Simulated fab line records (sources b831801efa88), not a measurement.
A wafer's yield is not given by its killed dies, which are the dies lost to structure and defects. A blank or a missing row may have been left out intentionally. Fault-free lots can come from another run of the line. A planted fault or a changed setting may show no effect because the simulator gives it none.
The tool behind it: which one? -- flow sky130 -- 72 wafers from 24 lots sampled at 6 of the route's 708 steps

== WHAT EACH GAUGE READ, for each wafer ==
SKY_LI_CONTACT_OVL_MEAS_13. Usual: for LI_CONTACT_OVL the level is 0 nm and the standard deviation is 5.5.
lot,measured,on,LI_CONTACT_OVL (nm),flag
L075,day 30 12:04,overlay-02,6 2 1,
L074,day 30 12:31,overlay-02,2 -1 -4,
L076,day 30 22:58,overlay-01,2 1 5,
L077,day 31 01:58,overlay-01,12 7 9,
L078,day 31 10:14,overlay-01,-1 -5 1,
L079,day 31 20:59,overlay-02,-2 1 4,
L080,day 32 03:22,overlay-01,-9 -8 -11,
L081,day 32 10:54,overlay-01,3 10 3,
L082,day 32 15:58,overlay-01,1 -2 -4,
L083,day 32 17:41,overlay-01,-3 -3 -8,
L084,day 33 04:10,overlay-02,8 3 6,
L085,day 33 12:11,overlay-01,-10 -10 -7,
L086,day 34 07:43,overlay-02,4 11 -2,
L087,day 34 08:25,overlay-02,-3 -4 -3,
L088,day 34 17:16,overlay-01,8 7 2,
L089,day 34 17:37,overlay-02,-9 -5 -2,
L090,day 34 21:28,overlay-02,1 -6 -5,
L091,day 35 10:20,overlay-02,6 7 -1,
L092,day 35 14:04,overlay-02,-8 -5 -9,
L093,day 36 00:01,overlay-01,6 3 5,
L094,day 36 05:31,overlay-01,2 13 9,
L095,day 36 21:01,overlay-02,1 1 4,
L096,day 36 23:23,overlay-01,0 12 5,
L097,day 37 03:52,overlay-02,7 4 1,

SKY_LOCAL_INTERCONNECT_CD_MEAS_11: target cd 170 nm. Usual: cd-nm at 169.7 nm, with a standard deviation of 1.5.
lot,measured,on,cd-nm (nm),flag
L075,day 31 18:06,cd-sem-02,170.1 170.7 168.7,
L074,day 31 18:27,cd-sem-01,170.9 170.6 171.5,
L076,day 32 05:07,cd-sem-02,170.0 169.1 169.2,
L077,day 32 07:59,cd-sem-02,171.5 172.1 171.9,
L078,day 32 16:10,cd-sem-01,169.7 170.7 170.7,
L079,day 33 01:26,cd-sem-02,168.4 170.2 170.9,
L080,day 33 08:00,cd-sem-02,169.0 169.0 167.4,
L081,day 33 15:48,cd-sem-02,170.0 170.6 170.8,
L082,day 33 20:45,cd-sem-02,170.4 170.1 170.8,
L083,day 33 22:04,cd-sem-02,171.2 170.8 170.5,
L084,day 34 09:15,cd-sem-02,168.3 169.0 171.1,
L085,day 34 16:13,cd-sem-02,170.5 168.9 168.1,
L086,day 35 11:54,cd-sem-01,168.4 169.4 170.1,
L087,day 35 13:16,cd-sem-01,168.3 168.5 169.6,
L088,day 35 22:00,cd-sem-02,170.0 170.0 168.6,
L089,day 35 22:01,cd-sem-01,168.1 169.3 168.3,
L090,day 36 01:54,cd-sem-01,168.3 167.7 169.6,
L091,day 36 14:29,cd-sem-02,168.9 170.2 170.3,
L092,day 36 19:57,cd-sem-01,168.5 168.2 168.5,
L093,day 37 03:37,cd-sem-01,169.0 170.9 169.6,
L094,day 37 09:06,cd-sem-02,165.6 166.2 165.1,
L095,day 38 00:57,cd-sem-01,171.6 170.8 171.4,
L096,day 38 03:25,cd-sem-01,169.1 169.4 170.6,
L097,day 38 07:43,cd-sem-01,171.4 171.7 170.7,

SKY_CONTACT_OVL_MEAS_15. Usual: for CONTACT_OVL the level is -1 nm and the standard deviation is 4.9.
lot,measured,on,CONTACT_OVL (nm),flag
L075,day 32 23:10,overlay-02,-9 -12 -9,
L074,day 33 00:01,overlay-02,3 1 4,
L076,day 33 10:25,overlay-02,0 -3 -2,
L077,day 33 12:35,overlay-02,3 4 4,
L078,day 33 21:34,overlay-01,0 -6 2,
L079,day 34 07:11,overlay-01,-5 -1 -5,
L080,day 34 12:10,overlay-01,-2 0 3,
L081,day 34 21:04,overlay-01,-10 1 -4,
L082,day 35 01:21,overlay-02,-2 -4 0,
L083,day 35 03:04,overlay-02,-8 -7 -7,
L084,day 35 14:34,overlay-01,1 1 -3,
L085,day 35 21:11,overlay-01,-1 3 -3,
L086,day 36 19:40,overlay-02,-2 10 11,
L087,day 36 19:43,overlay-01,4 5 3,
L088,day 37 02:34,overlay-01,-1 1 2,
L089,day 37 03:10,overlay-01,-4 -3 0,
L090,day 37 06:18,overlay-01,-8 -1 -1,
L091,day 37 19:22,overlay-01,-6 -3 -7,
L092,day 37 23:15,overlay-01,-5 -2 -7,
L093,day 38 08:25,overlay-02,6 4 6,
L094,day 38 13:46,overlay-02,4 4 4,
L095,day 39 04:49,overlay-02,2 4 0,
L096,day 39 06:46,overlay-01,-2 -5 1,
L097,day 39 11:32,overlay-01,-6 -4 -7,

SKY_VIA2_CD_MEAS_12: target cd 200 nm. Usual: cd-nm at 199.8 nm, with a standard deviation of 1.6.
lot,measured,on,cd-nm (nm),flag
L075,day 37 16:35,cd-sem-02,202.4 202.3 201.8,
L074,day 37 16:42,cd-sem-02,200.1 200.0 200.2,
L076,day 38 04:22,cd-sem-01,199.9 200.0 200.3,
L077,day 38 05:59,cd-sem-02,199.2 199.4 198.5,
L078,day 38 16:03,cd-sem-02,202.2 202.0 202.6,
L079,day 39 01:16,cd-sem-01,199.1 201.4 200.6,
L080,day 39 05:06,cd-sem-01,200.0 200.8 200.4,
L081,day 39 14:39,cd-sem-02,200.6 200.4 199.4,
L082,day 39 16:26,cd-sem-02,200.0 200.8 199.6,
L083,day 39 22:22,cd-sem-02,196.8 197.2 197.3,
L084,day 40 06:06,cd-sem-02,196.2 195.1 196.2,
L085,day 40 13:08,cd-sem-01,202.4 201.0 200.9,
L086,day 41 08:08,cd-sem-02,198.6 198.5 199.9,
L087,day 41 08:13,cd-sem-01,200.1 200.9 199.6,
L088,day 41 13:57,cd-sem-02,198.9 198.7 197.9,
L089,day 41 16:28,cd-sem-02,201.6 200.7 200.2,
L090,day 41 20:17,cd-sem-02,199.8 199.7 199.4,
L091,day 42 07:01,cd-sem-01,202.6 201.7 201.9,
L092,day 42 10:00,cd-sem-02,198.0 198.2 197.1,
L093,day 42 19:55,cd-sem-01,200.6 198.8 199.5,
L094,day 43 00:26,cd-sem-02,197.7 198.2 197.6,
L095,day 43 13:20,cd-sem-01,199.4 198.8 200.2,
L096,day 43 15:43,cd-sem-02,199.8 199.4 200.0,
L097,day 43 20:58,cd-sem-01,202.8 202.1 202.3,

== WHICH TOOL RAN EACH LOT (tool, then ch and the chambers of the sampled wafers, then the start) ==
lot,SKY_LI_CONTACT_SPUTTER_19,SKY_LOCAL_INTERCONNECT_ETCH_13
L075,"pvd-sputter-02, day 30 12:32","rie-metal-01 ch 0,1, day 31 18:15"
L074,"pvd-sputter-03, day 30 12:59","rie-metal-04 ch 1, day 31 18:36"
L076,"pvd-sputter-04, day 30 23:26","rie-metal-02 ch 0, day 32 05:16"
L077,"pvd-sputter-04, day 31 02:25","rie-metal-04 ch 0,1, day 32 08:07"
L078,"pvd-sputter-02, day 31 10:42","rie-metal-02 ch 0, day 32 16:19"
L079,"pvd-sputter-03, day 31 21:26","rie-metal-04 ch 0,1, day 33 01:35"
L080,"pvd-sputter-02, day 32 03:52","rie-metal-01 ch 0,1, day 33 08:09"
L081,"pvd-sputter-04, day 32 11:22","rie-metal-04 ch 0,1, day 33 15:58"
L082,"pvd-sputter-03, day 32 16:26","rie-metal-04 ch 0,1, day 33 20:54"
L083,"pvd-sputter-03, day 32 18:08","rie-metal-01 ch 0,1, day 33 22:12"
L084,"pvd-sputter-04, day 33 04:39","rie-metal-04 ch 0,1, day 34 09:24"
L085,"pvd-sputter-03, day 33 12:40","rie-metal-02 ch 0,1, day 34 16:19"
L086,"pvd-sputter-03, day 34 08:11","rie-metal-04 ch 0,1, day 35 12:04"
L087,"pvd-sputter-03, day 34 08:53","rie-metal-02 ch 0, day 35 13:24"
L088,"pvd-sputter-03, day 34 17:44","rie-metal-01 ch 0,1, day 35 22:09"
L089,"pvd-sputter-04, day 34 18:07","rie-metal-04 ch 0,1, day 35 22:10"
L090,"pvd-sputter-04, day 34 21:57","rie-metal-02 ch 0,1, day 36 02:03"
L091,"pvd-sputter-04, day 35 10:47","rie-metal-01 ch 1, day 36 14:39"
L092,"pvd-sputter-04, day 35 14:32","rie-metal-04 ch 0,1, day 36 20:06"
L093,"pvd-sputter-03, day 36 00:29","rie-metal-02 ch 0,1, day 37 03:45"
L094,"pvd-sputter-02, day 36 06:00","rie-metal-01 ch 0,1, day 37 09:16"
L095,"pvd-sputter-02, day 36 21:29","rie-metal-02 ch 1, day 38 01:06"
L096,"pvd-sputter-02, day 36 23:53","rie-metal-01 ch 0,1, day 38 03:34"
L097,"pvd-sputter-03, day 37 04:18","rie-metal-04 ch 0,1, day 38 07:50"
- SKY_LI_CONTACT_SPUTTER_19: material Ti, target thk 20 nm, time 106.37 s.
- SKY_LOCAL_INTERCONNECT_ETCH_13: etches BARC in N2/H2, stops on SiO2, time 45.9 s, target depth 60 nm.

== WHAT THE TOOLS THEMSELVES READ (means of the sampled wafers that have a number; where no wafer has one, the mark that the record gives instead) ==
SKY_LI_CONTACT_SPUTTER_19. Usual: throttle-valve-pct at 30.3 %, with a standard deviation of 0.89.
lot,tool,throttle-valve-pct (%),flag
L075,pvd-sputter-02,30.0,
L074,pvd-sputter-03,30.2,
L076,pvd-sputter-04,30.7,
L077,pvd-sputter-04,30.5,
L078,pvd-sputter-02,30.3,
L079,pvd-sputter-03,30.8,
L080,pvd-sputter-02,29.8,
L081,pvd-sputter-04,29.9,
L082,pvd-sputter-03,29.4,
L083,pvd-sputter-03,30.7,
L084,pvd-sputter-04,29.9,
L085,pvd-sputter-03,29.8,
L086,pvd-sputter-03,31.2,
L087,pvd-sputter-03,30.8,
L088,pvd-sputter-03,30.7,
L089,pvd-sputter-04,30.3,
L090,pvd-sputter-04,30.5,
L091,pvd-sputter-04,30.0,
L092,pvd-sputter-04,31.4,
L093,pvd-sputter-03,29.9,
L094,pvd-sputter-02,29.6,
L095,pvd-sputter-02,30.2,
L096,pvd-sputter-02,29.9,
L097,pvd-sputter-03,31.2,

SKY_LOCAL_INTERCONNECT_ETCH_13. Usual: drypump-motor-current-A 5.9 A, standard deviation 0.35; oes-product-au 0.854 a.u., standard deviation 0.0051; rf-fwd-power-W 502.5 W, standard deviation 2.6; throttle-valve-pct 13.225 %, standard deviation 0.0092.
lot,tool,drypump-motor-current-A (A),oes-product-au (a.u.),rf-fwd-power-W (W),throttle-valve-pct (%),flag
L075,rie-metal-01,5.7,0.854,502.4,13.223,
L074,rie-metal-04,5.5,0.853,498.6,13.230,
L076,rie-metal-02,6.1,0.858,501.9,13.221,
L077,rie-metal-04,5.8,0.854,501.8,13.235,
L078,rie-metal-02,6.1,0.857,505.3,13.221,
L079,rie-metal-04,6.0,0.845,502.8,13.228,
L080,rie-metal-01,5.6,0.854,502.7,13.230,
L081,rie-metal-04,5.8,0.860,500.7,13.212,
L082,rie-metal-04,6.1,0.853,502.6,13.224,
L083,rie-metal-01,5.7,0.854,502.9,13.225,
L084,rie-metal-04,6.1,0.852,503.6,13.222,
L085,rie-metal-02,6.2,0.847,503.7,13.227,
L086,rie-metal-04,5.8,0.854,501.3,13.224,
L087,rie-metal-02,6.1,0.857,503.0,13.223,
L088,rie-metal-01,5.7,0.852,501.9,13.234,
L089,rie-metal-04,5.8,0.856,500.7,13.236,
L090,rie-metal-02,6.2,0.855,504.7,13.226,
L091,rie-metal-01,5.4,0.855,498.4,13.231,
L092,rie-metal-04,6.1,0.854,502.5,13.219,
L093,rie-metal-02,6.2,0.855,504.7,13.225,
L094,rie-metal-01,5.7,0.858,502.3,13.224,
L095,rie-metal-02,6.3,0.856,502.0,13.220,
L096,rie-metal-01,5.6,0.852,502.3,13.228,
L097,rie-metal-04,5.8,0.852,501.5,13.221,

== THE ANSWER, worked out from the rows above alone ==
Rule: lot off if the mean of its wafers having a number is beyond 3 standard deviations from the usual mean. Also off: a lot with no number at a reading for which 4 or more lots have one. All remaining lots with rows at the step are treated as sound. After the gauges, taken in route order, come the tools' own readings; for these a lot's mean is taken, as printed above. At the first step where some lot is off, the reading lying furthest off is the one used; lots without a number count as furthest.
Nothing can be told from this: no lot is off at any reading shown.

== WHAT THE SIMULATOR PUT IN ==
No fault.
